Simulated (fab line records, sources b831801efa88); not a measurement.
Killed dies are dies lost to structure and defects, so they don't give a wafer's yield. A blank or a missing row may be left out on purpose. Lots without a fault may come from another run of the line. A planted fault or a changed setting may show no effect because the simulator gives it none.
fab line records | flow gf180mcu
record lots=5 wafers=15 last_day=34
route steps=602 shown V2@391 M3@409
lots that met no fault: from a run of the same line without faults
start_h: hours from the record's first day to the start of the lot's first wafer shown | wait_h: hours since the lot's step before | " the same as in the row above | L1.1+2: a row that stands for several wafers | - no value, or no start given | * or withheld: withheld | < > ~ a bound
route shown NAME@n: a module of which the file shows steps, and the number in the route of the first | usual: mean/standard deviation of fault-free wafers | same: alike in all rows | chamber/n: place in a boat | sites: the reading at each site | _std_site: their standard deviation | _edge_site: outer sites' mean less inner sites' | radius_mm: how far each site lies from the wafer's centre | mask NAME#n: copy n | behind: the tool/chamber that last shaped the wafer | hold: why the lot was held/for how many hours/how that ended | device: the transistor (n, p or np) that didn't switch | end of line: the same wafers' tests at the end of the route | a step without rows: its recipe alone | killed: dies lost to structure and defects at the first sort, not the wafer's yield | map: a wafer's dies, x killed, . not, _ none there
set.NAME: the setting as run; set.NAME@STEP: as run at that earlier step | model.NAME: the simulator's own value behind a step, which no gauge read
lots at some steps of the route; a table a step, a row a wafer
services: from which hour (start_h, from the record's first day; less than 0 if before it) a tool's chamber was out of use, for how many hours, and why
## steps
# step GF_V2_COAT_09
# recipe resist=KrF spin_rpm=withheld resist_thk_nm=981.4
# usual resist_line_temp_C=23.00/0.12
# columns lot.wafer tool chamber start_h wait_h resist_line_temp_C
L075.1 litho_track-04 0 - - 23.18
L075.2 " 0 " " 23.14
L075.4 " 0 " " 23.13
L083.1 litho_track-04 0 - - 23.00
L083.3 " 0 " " 22.91
L083.4 " 0 " " 22.91
L085.2 litho_track-04 0 - - 23.17
L085.5 " 0 " " 23.11
L085.6 " 0 " " 23.03
L092.2 litho_track-03 0 - - 22.90
L092.3 " 0 " " 22.85
L092.5 " 0 " " 22.85
L097.3 litho_track-01 0 - - 22.83
L097.4 " 0 " " 22.93
L097.5 " 0 " " 22.91
# step GF_V2_SOFTBAKE_10
# recipe temp_c=130 time_s=60 resist=KrF
# usual resist_line_temp_C=23.01/0.11
# columns lot.wafer tool chamber start_h wait_h resist_line_temp_C
L075.1 litho_track-04 0 - - 22.86
L075.2 " 0 " " 22.81
L075.4 " 0 " " 22.81
L083.1 litho_track-04 0 - - 23.02
L083.3 " 0 " " 23.03
L083.4 " 0 " " 22.94
L085.2 litho_track-04 0 - - 23.08
L085.5 " 0 " " 23.00
L085.6 " 0 " " 23.23
L092.2 litho_track-03 0 - - 22.96
L092.3 " 0 " " 22.96
L092.5 " 0 " " 22.91
L097.3 litho_track-01 0 - - 23.00
L097.4 " 0 " " 22.88
L097.5 " 0 " " 23.08
# step GF_V2_EXPOSE_11
# recipe mask_id=Via2 target_cd_nm=260 na=0.68 source_shape=conventional sigma_outer=0.6 dose_mj=38
# columns lot.wafer tool chamber start_h wait_h mask
L075.1+2+4 krf_scanner-01 0 - - Via2#0
L083.1+3+4 krf_scanner-01 0 - - Via2#0
L085.2+5+6 krf_scanner-01 0 - - Via2#0
L092.2+3+5 krf_scanner-01 0 - - Via2#0
L097.3+4+5 krf_scanner-01 0 - - Via2#0
# step GF_V2_PEB_12
# recipe peb_temp_c=135 peb_time_s=90 resist=KrF
# usual resist_line_temp_C=23.01/0.093
# columns lot.wafer tool chamber start_h wait_h resist_line_temp_C
L075.1 litho_track-03 0 - - 22.82
L075.2 " 0 " " 23.02
L075.4 " 0 " " 22.99
L083.1 litho_track-03 0 - - 23.12
L083.3 " 0 " " 22.95
L083.4 " 0 " " 22.94
L085.2 litho_track-03 0 - - 23.13
L085.5 " 0 " " 23.09
L085.6 " 0 " " 23.13
L092.2 litho_track-01 0 - - 22.95
L092.3 " 0 " " 23.02
L092.5 " 0 " " 22.94
L097.3 litho_track-03 0 - - 23.14
L097.4 " 0 " " 23.06
L097.5 " 0 " " 23.16
# step GF_V2_DEVELOP_13
# recipe develop_time_s=60 resist=KrF dev_temp_c=21
# usual resist_line_temp_C=23.00/0.12
# columns lot.wafer tool chamber start_h wait_h resist_line_temp_C
L075.1 litho_track-03 0 468.19 0.2 23.03
L075.2 " 0 " " 23.03
L075.4 " 0 " " 23.08
L083.1 litho_track-03 0 542.14 0.2 23.07
L083.3 " 0 " " 23.02
L083.4 " 0 " " 22.82
L085.2 litho_track-03 0 559.96 0.2 22.93
L085.5 " 0 " " 23.09
L085.6 " 0 " " 23.11
L092.2 litho_track-01 0 609.77 0.2 22.96
L092.3 " 0 " " 22.95
L092.5 " 0 " " 23.09
L097.3 litho_track-03 0 647.74 0.1 22.92
L097.4 " 0 " " 23.05
L097.5 " 0 " " 22.97
# step GF_V2_CD_MEAS_14
# recipe target_cd_nm=260
# usual cd_nm=259.9/1.2
# columns lot.wafer tool chamber start_h wait_h cd_nm
L075.1 cd_sem-02 - 468.34 0.1 259.7
L075.2 " - " " 260.9
L075.4 " - " " 260.5
L083.1 cd_sem-01 - 542.29 0.1 258.7
L083.3 " - " " 259.2
L083.4 " - " " 259.0
L085.2 cd_sem-01 - 560.20 0.2 260.8
L085.5 " - " " 261.0
L085.6 " - " " 261.1
L092.2 cd_sem-01 - 609.91 0.1 261.1
L092.3 " - " " 260.7
L092.5 " - " " 260.3
L097.3 cd_sem-01 - 662.74 15.0 259.5
L097.4 " - " " 257.0
L097.5 " - " " 258.8
# step GF_V2_OVL_MEAS_15
# usual V2_OVL=-6/4.9
# columns lot.wafer tool chamber start_h wait_h V2_OVL[nm]
L075.1 overlay-02 - 468.46 0.1 -4
L075.2 " - " " -3
L075.4 " - " " 2
L083.1 overlay-01 - 542.41 0.1 -6
L083.3 " - " " -7
L083.4 " - " " -13
L085.2 overlay-02 - 560.30 0.1 -14
L085.5 " - " " -15
L085.6 " - " " -6
L092.2 overlay-01 - 610.02 0.1 4
L092.3 " - " " 4
L092.5 " - " " -1
L097.3 overlay-01 - 662.83 0.1 -2
L097.4 " - " " -6
L097.5 " - " " -2
# step GF_V2_ETCH_16
# recipe chemistry=N2/H2 target_depth_a=withheld overetch_a=withheld time_s=withheld target=BARC ion_energy_ev=200 source_w=500 bias_w=100 pressure_mtorr=30 n2_flow_sccm=100 h2_flow_sccm=200
# usual bias_w=100.0/0.34 drypump_motor_current_A=5.7/0.62 oes_product_au=0.855/0.0046 throttle_valve_pct=13.225/0.01
# columns lot.wafer tool chamber start_h wait_h bias_w drypump_motor_current_A oes_product_au throttle_valve_pct
L075.1 rie_diel-03 3 468.49 0.0 100.1 5.0 0.860 13.237
L075.2 " 0 " " 99.8 5.7 0.859 13.208
L075.4 " 0 " " 100.0 5.7 0.854 13.222
L083.1 rie_diel-03 3 542.44 0.0 100.1 5.0 0.855 13.231
L083.3 " 2 " " 100.5 5.0 0.856 13.222
L083.4 " 0 " " 99.7 5.6 0.857 13.219
L085.2 rie_diel-01 2 560.33 0.0 99.9 5.5 0.850 13.241
L085.5 " 2 " " 100.0 5.5 0.854 13.219
L085.6 " 1 " " 100.5 6.6 0.861 13.229
L092.2 rie_diel-03 0 610.05 0.0 99.7 5.6 0.856 13.231
L092.3 " 3 " " 100.8 5.0 0.857 13.237
L092.5 " 3 " " 99.9 5.0 0.847 13.224
L097.3 rie_diel-01 3 662.86 0.0 99.8 5.7 0.855 13.218
L097.4 " 1 " " 100.2 6.6 0.852 13.229
L097.5 " 2 " " 100.0 5.5 0.860 13.238
# step GF_V2_ETCH_17
# recipe chemistry=C4F8/O2/Ar mask_material=KrF target=SiO2 stop_on=TiN source_w=1500 bias_w=1200 pressure_mtorr=40 c4f8_flow_sccm=withheld O2_flow_sccm=6 Ar_flow_sccm=300 time_s=withheld target_depth_a=6300
# usual bias_w=1200/3.7 oes_product_au=0.855/0.0042
# columns lot.wafer tool chamber start_h wait_h bias_w oes_product_au
L075.1 rie_diel-03 3 - - 1203 0.851
L075.2 " 0 " " 1192 0.852
L075.4 " 0 " " 1199 0.861
L083.1 rie_diel-03 3 - - 1199 0.855
L083.3 " 2 " " 1199 0.852
L083.4 " 0 " " 1203 0.860
L085.2 rie_diel-01 2 - - 1198 0.860
L085.5 " 2 " " 1203 0.852
L085.6 " 1 " " 1198 0.858
L092.2 rie_diel-03 0 - - 1201 0.853
L092.3 " 3 " " 1194 0.859
L092.5 " 3 " " 1204 0.845
L097.3 rie_diel-01 3 - - 1207 0.854
L097.4 " 1 " " 1201 0.851
L097.5 " 2 " " 1198 0.850
# step GF_V2_STRIP_18
# recipe chemistry=O2/N2 power_w=1400 pressure_mtorr=1500 platen_temp_c=250 o2_flow_sccm=3000 n2_flow_sccm=300 overash_fraction=0.5
# usual drypump_motor_current_A=5.9/0.4 heater_power_w=339/26 oes_product_au=0.585/0.0051 platen_temp_c=249.98/0.19
# columns lot.wafer tool chamber start_h wait_h drypump_motor_current_A heater_power_w oes_product_au platen_temp_c rf_hours_counter_h
L075.1 plasma_asher-03 0 468.62 - 6.2 282 0.590 250.18 72
L075.2 " 1 " " 5.4 307 0.583 250.00 72
L075.4 " 0 " " 6.3 279 0.588 250.17 -
L083.1 plasma_asher-01 1 542.57 - 6.6 312 0.593 249.77 91
L083.3 " 1 " " 6.6 309 0.583 250.11 -
L083.4 " 0 " " 5.5 365 0.580 250.25 -
L085.2 plasma_asher-01 1 560.46 - 6.6 309 0.588 249.98 93
L085.5 " 0 " " 5.4 363 0.583 250.01 -
L085.6 " 1 " " 6.6 307 0.589 249.84 -
L092.2 plasma_asher-02 1 610.18 - 6.0 353 0.588 249.96 20
L092.3 " 0 " " 5.7 345 0.579 249.99 -
L092.5 " 1 " " 6.0 359 0.592 249.73 -
L097.3 plasma_asher-02 1 663.02 - 6.0 358 0.584 250.12 -
L097.4 " 0 " " 5.7 348 0.585 249.67 -
L097.5 " 1 " " 6.0 362 0.586 250.00 -
# step GF_V2_STRIP_19
# recipe chemistry=post_etch_residue_remover time_s=1200 temp_c=72.5
# columns lot.wafer tool chamber start_h wait_h
L075.1+2+4 wet_bench-04 1 468.72 0.1
L083.1+3+4 wet_bench-02 2 542.67 0.1
L085.2+5+6 wet_bench-02 2 560.56 0.1
L092.2+3+5 wet_bench-03 2 610.28 0.1
L097.3+4+5 wet_bench-03 2 663.09 0.0
# step GF_V2_CLEAN_20
# recipe chemistry=DIW dry=n2_spin
# columns lot.wafer tool chamber start_h wait_h
L075.1+2+4 wet_bench-03 0 469.07 0.0
L083.1+3+4 wet_bench-04 0 543.01 0.0
L085.2+5+6 wet_bench-03 1 560.90 0.0
L092.2+3+5 wet_bench-04 0 610.65 0.0
L097.3+4+5 wet_bench-02 1 663.48 0.1
# step GF_V2_SPUTTER_21
# recipe material=Ti target_thk_nm=15 chamber_pressure_pa=5 power_w=2500 substrate_temp_c=200 time_s=80.02
# usual throttle_valve_pct=30.6/0.64
# columns lot.wafer tool chamber start_h wait_h throttle_valve_pct
L075.1 pvd_sputter-01 - 469.16 0.0 30.6
L075.2 " - " " 30.8
L075.4 " - " " 30.4
L083.1 pvd_sputter-01 - 543.11 0.0 31.0
L083.3 " - " " 30.6
L083.4 " - " " 30.6
L085.2 pvd_sputter-02 - 560.99 0.0 30.4
L085.5 " - " " 30.4
L085.6 " - " " 28.9
L092.2 pvd_sputter-03 - 610.75 0.0 31.2
L092.3 " - " " 30.4
L092.5 " - " " 30.2
L097.3 pvd_sputter-01 - 663.69 0.0 30.7
L097.4 " - " " 30.2
L097.5 " - " " 31.0
# step GF_V2_SPUTTER_22
# recipe material=TiN target_thk_nm=10 chamber_pressure_pa=5 power_w=4000 time_s=40
# usual throttle_valve_pct=30.6/0.63
# columns lot.wafer tool chamber start_h wait_h throttle_valve_pct
L075.1 pvd_sputter-01 - 469.22 0.0 30.7
L075.2 " - " " 30.9
L075.4 " - " " 30.3
L083.1 pvd_sputter-01 - 543.17 0.0 30.9
L083.3 " - " " 30.3
L083.4 " - " " 30.8
L085.2 pvd_sputter-02 - 561.06 0.0 30.5
L085.5 " - " " 30.4
L085.6 " - " " 29.5
L092.2 pvd_sputter-03 - 610.81 0.0 31.7
L092.3 " - " " 30.4
L092.5 " - " " 30.4
L097.3 pvd_sputter-01 - 663.75 0.0 31.0
L097.4 " - " " 30.3
L097.5 " - " " 30.8
# step GF_V2_CVD_23
# recipe material=W target_thk_nm=350 time_s=104.94 temp_c=400 pressure_torr=40
# usual heater_power_w=765/43
# columns lot.wafer tool chamber start_h wait_h heater_power_w
L075.1 cvd_w-01 0 469.26 0.0 758
L075.2 " 1 " " 763
L075.4 " 0 " " 757
L083.1 cvd_w-01 0 543.21 0.0 780
L083.3 " 0 " " 765
L083.4 " 1 " " 780
L085.2 cvd_w-01 0 561.09 0.0 781
L085.5 " 0 " " 752
L085.6 " 1 " " 784
L092.2 cvd_w-02 0 610.85 0.0 826
L092.3 " 1 " " 708
L092.5 " 0 " " 828
L097.3 cvd_w-02 0 663.83 0.1 833
L097.4 " 1 " " 706
L097.5 " 0 " " 833
# step GF_V2_RS_MEAS_24
# recipe thk_meas_gauge=four-point-probe reads=W_of_V2_CVD_23+TiN_of_V2_SPUTTER_22+Ti_of_V2_SPUTTER_21
# usual V2_W_RS=0.327/0.0049
# columns lot.wafer tool chamber start_h wait_h V2_W_RS[ohm/sq]
L075.1 film_metro-01 - 469.37 0.1 0.329
L075.2 " - " " 0.335
L075.4 " - " " 0.329
L083.1 film_metro-03 - 543.32 0.1 0.317
L083.3 " - " " 0.317
L083.4 " - " " 0.324
L085.2 film_metro-01 - 561.23 0.1 0.320
L085.5 " - " " 0.325
L085.6 " - " " 0.330
L092.2 film_metro-02 - 610.98 0.1 0.326
L092.3 " - " " 0.329
L092.5 " - " " 0.327
L097.3 film_metro-02 - 663.94 0.1 0.323
L097.4 " - " " 0.328
L097.5 " - " " 0.318
# step GF_V2_THK_MEAS_25
# recipe thk_meas_gauge=xrf reads=W_of_V2_CVD_23
# usual V2_W_THK=333/5.4
# columns lot.wafer tool chamber start_h wait_h V2_W_THK[nm]
L075.1 film_metro-01 - 469.49 0.1 331
L075.2 " - " " 325
L075.4 " - " " 329
L083.1 film_metro-03 - 543.44 0.1 339
L083.3 " - " " 339
L083.4 " - " " 331
L085.2 film_metro-01 - 561.34 0.1 338
L085.5 " - " " 335
L085.6 " - " " 330
L092.2 film_metro-02 - 611.09 0.1 337
L092.3 " - " " 331
L092.5 " - " " 338
L097.3 film_metro-02 - 664.04 0.1 340
L097.4 " - " " 335
L097.5 " - " " 345
# step GF_V2_CMP_26
# recipe stop_on=SiO2 down_force_psi=3.5 platen_rpm=60 t_overpolish_s=15 target_thk_nm=0 pad_velocity_m_s=0.94248
# usual motor_current_A=11.3/1.1 overpolish_run_s=15.000/0.0087 time_to_endpoint_s=82/4.5
# same t_overpolish_s=15
# columns lot.wafer tool chamber start_h wait_h motor_current_A overpolish_run_s time_to_endpoint_s
L075.4 cmp-02 0 469.55 0.0 10.8 15.004 83
L075.2 " 1 " " 11.0 15.010 79
L075.1 " 2 " " 11.2 15.006 70
L083.3 cmp-02 2 543.50 0.0 11.0 14.988 85
L083.1 " 3 " " 12.9 14.997 86
L083.4 " 0 " " 9.9 15.002 90
L085.2 cmp-02 0 561.39 0.0 10.2 14.996 87
L085.5 " 0 " " 10.9 14.998 86
L085.6 " 1 " " 10.7 14.998 84
L092.3 cmp-02 1 611.14 0.0 10.9 15.010 85
L092.2 " 0 " " 10.8 15.017 91
L092.5 " 2 " " 11.1 15.003 78
L097.4 cmp-01 1 664.13 0.1 9.4 15.006 85
L097.3 " 0 " " 11.7 14.989 85
L097.5 " 1 " " 8.8 14.996 84
# step GF_M3_SPUTTER_00
# recipe material=Ti target_thk_nm=37.5 arriving_ion_energy_ev=80 substrate_temp_c=200 chamber_pressure_pa=2 power_w=4000 time_s=150
# usual throttle_valve_pct=30.4/0.8
# columns lot.wafer tool chamber start_h wait_h throttle_valve_pct
L075.1 pvd_sputter-02 - 469.85 0.1 30.3
L075.2 " - " " 30.4
L075.4 " - " " 29.0
L083.1 pvd_sputter-03 - 543.80 0.2 30.6
L083.3 " - " " 30.6
L083.4 " - " " 31.5
L085.2 pvd_sputter-04 - 561.69 0.2 31.3
L085.5 " - " " 31.4
L085.6 " - " " 29.6
L092.2 pvd_sputter-02 - 611.44 0.1 32.0
L092.3 " - " " 29.1
L092.5 " - " " 30.2
L097.3 pvd_sputter-04 - 664.43 0.1 29.7
L097.4 " - " " 31.0
L097.5 " - " " 29.3
# step GF_M3_SPUTTER_01
# recipe material=TiN target_thk_nm=30 power_w=6500 time_s=25 chamber_pressure_pa=0.4
# usual throttle_valve_pct=30.4/0.81
# columns lot.wafer tool chamber start_h wait_h throttle_valve_pct
L075.1 pvd_sputter-02 - 469.95 0.1 30.2
L075.2 " - " " 30.5
L075.4 " - " " 28.9
L083.1 pvd_sputter-03 - 543.90 0.1 30.7
L083.3 " - " " 30.8
L083.4 " - " " 31.3
L085.2 pvd_sputter-04 - 561.79 0.1 31.5
L085.5 " - " " 31.4
L085.6 " - " " 29.7
L092.2 pvd_sputter-02 - 611.54 0.1 32.1
L092.3 " - " " 29.0
L092.5 " - " " 30.4
L097.3 pvd_sputter-04 - 664.53 0.1 30.0
L097.4 " - " " 31.5
L097.5 " - " " 29.0
# step GF_M3_SPUTTER_02
# recipe material=AlCu target_thk_nm=450 power_w=10600 time_s=23.9 chamber_pressure_pa=0.4
# usual throttle_valve_pct=30.4/0.81
# columns lot.wafer tool chamber start_h wait_h throttle_valve_pct
L075.1 pvd_sputter-02 - 469.98 0.0 30.2
L075.2 " - " " 30.3
L075.4 " - " " 29.1
L083.1 pvd_sputter-03 - 543.93 0.0 30.9
L083.3 " - " " 30.6
L083.4 " - " " 31.7
L085.2 pvd_sputter-04 - 561.82 0.0 31.0
L085.5 " - " " 31.4
L085.6 " - " " 29.8
L092.2 pvd_sputter-02 - 611.57 0.0 31.7
L092.3 " - " " 29.2
L092.5 " - " " 30.5
L097.3 pvd_sputter-04 - 664.56 0.0 29.6
L097.4 " - " " 31.3
L097.5 " - " " 29.1
# step GF_M3_SPUTTER_03
# recipe material=Ti target_thk_nm=10 substrate_temp_c=300 chamber_pressure_pa=0.3 power_w=3000 time_s=6.7
# usual throttle_valve_pct=30.4/0.8
# columns lot.wafer tool chamber start_h wait_h throttle_valve_pct
L075.1 pvd_sputter-02 - 470.01 0.0 30.3
L075.2 " - " " 30.3
L075.4 " - " " 29.4
L083.1 pvd_sputter-03 - 543.96 0.0 30.7
L083.3 " - " " 30.8
L083.4 " - " " 31.2
L085.2 pvd_sputter-04 - 561.85 0.0 31.2
L085.5 " - " " 31.3
L085.6 " - " " 29.7
L092.2 pvd_sputter-02 - 611.60 0.0 32.0
L092.3 " - " " 29.3
L092.5 " - " " 30.1
L097.3 pvd_sputter-04 - 664.59 0.0 29.8
L097.4 " - " " 31.3
L097.5 " - " " 29.4
# step GF_M3_SPUTTER_04
# recipe material=TiN target_thk_nm=50 power_w=6500 time_s=41.7 chamber_pressure_pa=0.4
# usual throttle_valve_pct=30.4/0.82
# columns lot.wafer tool chamber start_h wait_h throttle_valve_pct
L075.1 pvd_sputter-02 - 470.03 0.0 30.4
L075.2 " - " " 30.6
L075.4 " - " " 29.2
L083.1 pvd_sputter-03 - 543.98 0.0 30.6
L083.3 " - " " 31.0
L083.4 " - " " 31.4
L085.2 pvd_sputter-04 - 561.87 0.0 31.3
L085.5 " - " " 31.2
L085.6 " - " " 29.8
L092.2 pvd_sputter-02 - 611.62 0.0 31.9
L092.3 " - " " 29.0
L092.5 " - " " 30.4
L097.3 pvd_sputter-04 - 664.61 0.0 29.9
L097.4 " - " " 31.8
L097.5 " - " " 29.3
# step GF_M3_RS_MEAS_05
# recipe thk_meas_gauge=four-point-probe reads=TiN_of_M3_SPUTTER_04+Ti_of_M3_SPUTTER_03+AlCu_of_M3_SPUTTER_02+TiN_of_M3_SPUTTER_01+Ti_of_M3_SPUTTER_00
# usual M3_ALCU_RS=0.0698/0.00095
# columns lot.wafer tool chamber start_h wait_h M3_ALCU_RS[ohm/sq]
L075.1 film_metro-01 - 470.07 0.0 0.0698
L075.2 " - " " 0.0689
L075.4 " - " " 0.0698
L083.1 film_metro-04 - 544.02 0.0 0.0712
L083.3 " - " " 0.0697
L083.4 " - " " 0.0686
L085.2 film_metro-04 - 561.93 0.0 0.0700
L085.5 " - " " 0.0694
L085.6 " - " " 0.0710
L092.2 film_metro-04 - 611.68 0.0 0.0707
L092.3 " - " " 0.0698
L092.5 " - " " 0.0700
L097.3 film_metro-02 - 664.69 0.1 0.0689
L097.4 " - " " 0.0701
L097.5 " - " " 0.0698
# step GF_M3_THK_MEAS_06
# recipe thk_meas_gauge=xrf reads=AlCu_of_M3_SPUTTER_02
# usual M3_ALCU_THK=444/6.8
# columns lot.wafer tool chamber start_h wait_h M3_ALCU_THK[nm]
L075.1 film_metro-01 - 470.19 0.1 445
L075.2 " - " " 450
L075.4 " - " " 443
L083.1 film_metro-04 - 544.14 0.1 437
L083.3 " - " " 447
L083.4 " - " " 452
L085.2 film_metro-04 - 562.04 0.1 443
L085.5 " - " " 449
L085.6 " - " " 438
L092.2 film_metro-04 - 611.79 0.1 442
L092.3 " - " " 447
L092.5 " - " " 444
L097.3 film_metro-02 - 664.79 0.1 450
L097.4 " - " " 443
L097.5 " - " " 442
# step GF_M3_DEHYDRATE_07
# recipe temp_c=200 time_s=60
# usual resist_line_temp_C=22.99/0.11
# columns lot.wafer tool chamber start_h wait_h resist_line_temp_C
L075.1 litho_track-02 0 481.41 11.2 23.02
L075.2 " 0 " " 22.90
L075.4 " 0 " " 22.97
L083.1 litho_track-04 0 554.70 10.6 23.06
L083.3 " 0 " " 23.02
L083.4 " 0 " " 22.96
L085.2 litho_track-01 0 572.37 10.3 23.13
L085.5 " 0 " " 22.93
L085.6 " 0 " " 22.86
L092.2 litho_track-01 0 621.87 10.1 23.08
L092.3 " 0 " " 23.14
L092.5 " 0 " " 23.12
L097.3 litho_track-02 0 667.59 2.8 22.95
L097.4 " 0 " " 22.98
L097.5 " 0 " " 22.99
# step GF_M3_HMDS_08
# recipe prime_time_s=60 prime_temp_c=120
# usual resist_line_temp_C=23.01/0.1
# columns lot.wafer tool chamber start_h wait_h resist_line_temp_C
L075.1 litho_track-02 0 481.56 0.1 23.08
L075.2 " 0 " " 22.98
L075.4 " 0 " " 22.98
L083.1 litho_track-04 0 554.85 0.1 23.05
L083.3 " 0 " " 23.10
L083.4 " 0 " " 23.09
L085.2 litho_track-01 0 572.52 0.1 23.09
L085.5 " 0 " " 23.09
L085.6 " 0 " " 22.97
L092.2 litho_track-01 0 622.02 0.1 23.00
L092.3 " 0 " " 23.09
L092.5 " 0 " " 23.01
L097.3 litho_track-02 0 667.74 0.1 22.97
L097.4 " 0 " " 22.95
L097.5 " 0 " " 23.06
# step GF_M3_COAT_09
# recipe resist=KrF spin_rpm=withheld resist_thk_nm=1008
# usual resist_line_temp_C=23.00/0.098
# columns lot.wafer tool chamber start_h wait_h resist_line_temp_C
L075.1 litho_track-02 0 481.71 0.1 22.99
L075.2 " 0 " " 23.07
L075.4 " 0 " " 22.91
L083.1 litho_track-04 0 555.00 0.1 22.99
L083.3 " 0 " " 22.94
L083.4 " 0 " " 23.04
L085.2 litho_track-01 0 572.67 0.1 23.05
L085.5 " 0 " " 22.98
L085.6 " 0 " " 22.95
L092.2 litho_track-01 0 622.17 0.1 23.07
L092.3 " 0 " " 23.01
L092.5 " 0 " " 23.01
L097.3 litho_track-02 0 667.89 0.1 22.97
L097.4 " 0 " " 23.13
L097.5 " 0 " " 23.05
# step GF_M3_SOFTBAKE_10
# recipe temp_c=130 time_s=60 resist=KrF
# usual resist_line_temp_C=22.97/0.098
# columns lot.wafer tool chamber start_h wait_h resist_line_temp_C
L075.1 litho_track-02 0 481.86 0.1 22.90
L075.2 " 0 " " 22.91
L075.4 " 0 " " 22.90
L083.1 litho_track-04 0 555.15 0.1 22.98
L083.3 " 0 " " 22.80
L083.4 " 0 " " 23.09
L085.2 litho_track-01 0 572.82 0.1 22.89
L085.5 " 0 " " 22.88
L085.6 " 0 " " 23.04
L092.2 litho_track-01 0 622.32 0.1 23.03
L092.3 " 0 " " 22.94
L092.5 " 0 " " 22.93
L097.3 litho_track-02 0 668.04 0.1 23.05
L097.4 " 0 " " 23.09
L097.5 " 0 " " 23.18
# step GF_M3_EXPOSE_11
# recipe mask_id=Metal3 target_cd_nm=280 na=0.68 source_shape=conventional sigma_outer=0.6 dose_mj=28
# columns lot.wafer tool chamber start_h wait_h mask
L075.1+2+4 krf_scanner-02 0 - - Metal3#0
L083.1+3+4 krf_scanner-02 0 - - Metal3#0
L085.2+5+6 krf_scanner-02 0 - - Metal3#0
L092.2+3+5 krf_scanner-02 0 - - Metal3#0
L097.3+4+5 krf_scanner-02 0 - - Metal3#0
# step GF_M3_PEB_12
# recipe peb_temp_c=135 peb_time_s=90 resist=KrF
# usual resist_line_temp_C=23.03/0.11
# columns lot.wafer tool chamber start_h wait_h resist_line_temp_C
L075.1 litho_track-02 0 - - 23.07
L075.2 " 0 " " 23.07
L075.4 " 0 " " 22.91
L083.1 litho_track-04 0 - - 23.19
L083.3 " 0 " " 23.01
L083.4 " 0 " " 23.02
L085.2 litho_track-02 0 - - 23.07
L085.5 " 0 " " 23.05
L085.6 " 0 " " 23.03
L092.2 litho_track-02 0 - - 23.01
L092.3 " 0 " " 23.07
L092.5 " 0 " " 23.03
L097.3 litho_track-04 0 - - 23.05
L097.4 " 0 " " 23.21
L097.5 " 0 " " 23.19
# step GF_M3_DEVELOP_13
# recipe develop_time_s=60 dev_temp_c=21
# usual resist_line_temp_C=23.00/0.096
# columns lot.wafer tool chamber start_h wait_h resist_line_temp_C
L075.1 litho_track-02 0 493.61 0.2 23.03
L075.2 " 0 " " 23.05
L075.4 " 0 " " 23.11
L083.1 litho_track-04 0 565.75 0.2 23.04
L083.3 " 0 " " 23.12
L083.4 " 0 " " 23.07
L085.2 litho_track-02 0 583.33 0.2 22.99
L085.5 " 0 " " 23.09
L085.6 " 0 " " 23.00
L092.2 litho_track-02 0 631.88 0.2 23.01
L092.3 " 0 " " 22.86
L092.5 " 0 " " 23.06
L097.3 litho_track-04 0 673.62 0.1 22.93
L097.4 " 0 " " 23.04
L097.5 " 0 " " 22.92
# step GF_M3_CD_MEAS_14
# recipe target_cd_nm=280
# usual cd_nm=279.5/0.99
# columns lot.wafer tool chamber start_h wait_h cd_nm
L075.1 cd_sem-01 - 493.76 0.1 276.8
L075.2 " - " " 277.8
L075.4 " - " " 277.8
L083.1 cd_sem-01 - 565.90 0.1 280.1
L083.3 " - " " 278.8
L083.4 " - " " 278.3
L085.2 cd_sem-01 - 583.48 0.1 280.2
L085.5 " - " " 279.5
L085.6 " - " " 279.0
L092.2 cd_sem-01 - 635.35 3.4 280.3
L092.3 " - " " 279.6
L092.5 " - " " 279.5
L097.3 cd_sem-01 - 675.59 1.9 279.9
L097.4 " - " " 280.7
L097.5 " - " " 280.7
# step GF_M3_OVL_MEAS_15
# usual M3_OVL=-6/5.4
# columns lot.wafer tool chamber start_h wait_h M3_OVL[nm]
L075.1 overlay-01 - 493.88 0.1 -2
L075.2 " - " " -5
L075.4 " - " " 3
L083.1 overlay-01 - 566.02 0.1 -10
L083.3 " - " " -4
L083.4 " - " " -4
L085.2 overlay-01 - 583.58 0.1 -11
L085.5 " - " " -13
L085.6 " - " " -8
L092.2 overlay-01 - 635.46 0.1 -9
L092.3 " - " " -14
L092.5 " - " " -17
L097.3 overlay-02 - 675.68 0.1 -11
L097.4 " - " " -9
L097.5 " - " " -1
# step GF_M3_METAL_ETCH_16
# recipe chemistry=Cl2/BCl3 mask_material=KrF target_depth_nm=627.5 stop_on=SiO2 pressure_mtorr=8 icp_w=800 bias_w=140 Cl2_flow_sccm=80 bcl3_flow_sccm=40 time_s=104.6
# usual bias_w=140.0/0.43 drypump_motor_current_A=5.7/0.44 oes_product_au=0.971/0.0074 throttle_valve_pct=28.251/0.011
# columns lot.wafer tool chamber start_h wait_h bias_w drypump_motor_current_A oes_product_au rf_hours_counter_h throttle_valve_pct
L075.1 rie_metal-02 0 493.91 0.0 140.0 5.2 0.972 10 28.246
L075.2 " 1 " " 140.0 6.1 0.977 6 28.245
L075.4 " 0 " " 139.7 5.2 0.970 - 28.255
L083.1 rie_metal-02 1 566.05 0.0 139.9 6.2 0.962 8 28.277
L083.3 " 0 " " 139.6 5.2 0.976 - 28.249
L083.4 " 1 " " 140.0 6.1 0.977 - 28.234
L085.2 rie_metal-02 0 583.61 0.0 139.4 5.2 0.963 12 28.247
L085.5 " 1 " " 140.3 6.2 0.981 - 28.232
L085.6 " 0 " " 140.1 5.2 0.967 - 28.260
L092.2 rie_metal-02 1 635.49 0.0 140.7 6.1 0.966 11 28.266
L092.3 " 0 " " 139.7 5.2 0.969 - 28.239
L092.5 " 0 " " 140.0 5.2 0.974 - 28.259
L097.3 rie_metal-03 0 675.78 0.1 139.9 6.0 0.977 - 28.241
L097.4 " 0 " " 139.3 6.0 0.968 - 28.258
L097.5 " 0 " " 139.7 6.0 0.968 - 28.253
## services
# columns tool chamber start_h hours kind
krf_scanner-01 - 433.81 1.6 repair
rie_diel-03 0 450.06 5.1 repair
krf_scanner-02 - 456.67 0.5 repair
pvd_sputter-02 - 466.35 2.1 repair
rie_diel-03 2 467.44 3.0 repair
krf_scanner-02 - 485.01 2.2 repair
rie_diel-03 1 510.68 4.0 repair
pvd_sputter-02 - 514.93 9.7 repair
krf_scanner-01 - 519.72 4.4 pm
krf_scanner-02 - 524.10 1.3 pm
krf_scanner-01 - 534.61 0.8 pm
pvd_sputter-02 - 543.77 2.3 repair
rie_diel-03 2 548.27 4.4 repair
pvd_sputter-01 - 557.21 6.4 repair
krf_scanner-01 - 559.38 1.0 repair
krf_scanner-01 - 567.27 1.3 pm
krf_scanner-02 - 570.25 0.8 pm
rie_diel-03 0 580.56 7.2 repair
krf_scanner-01 - 584.72 1.0 pm
krf_scanner-02 - 589.05 1.0 pm
pvd_sputter-01 - 631.38 1.8 repair
rie_diel-03 - 631.56 2.8 pm
pvd_sputter-02 - 656.16 12.5 repair
krf_scanner-01 - 667.50 11.6 pm
## key
fault none
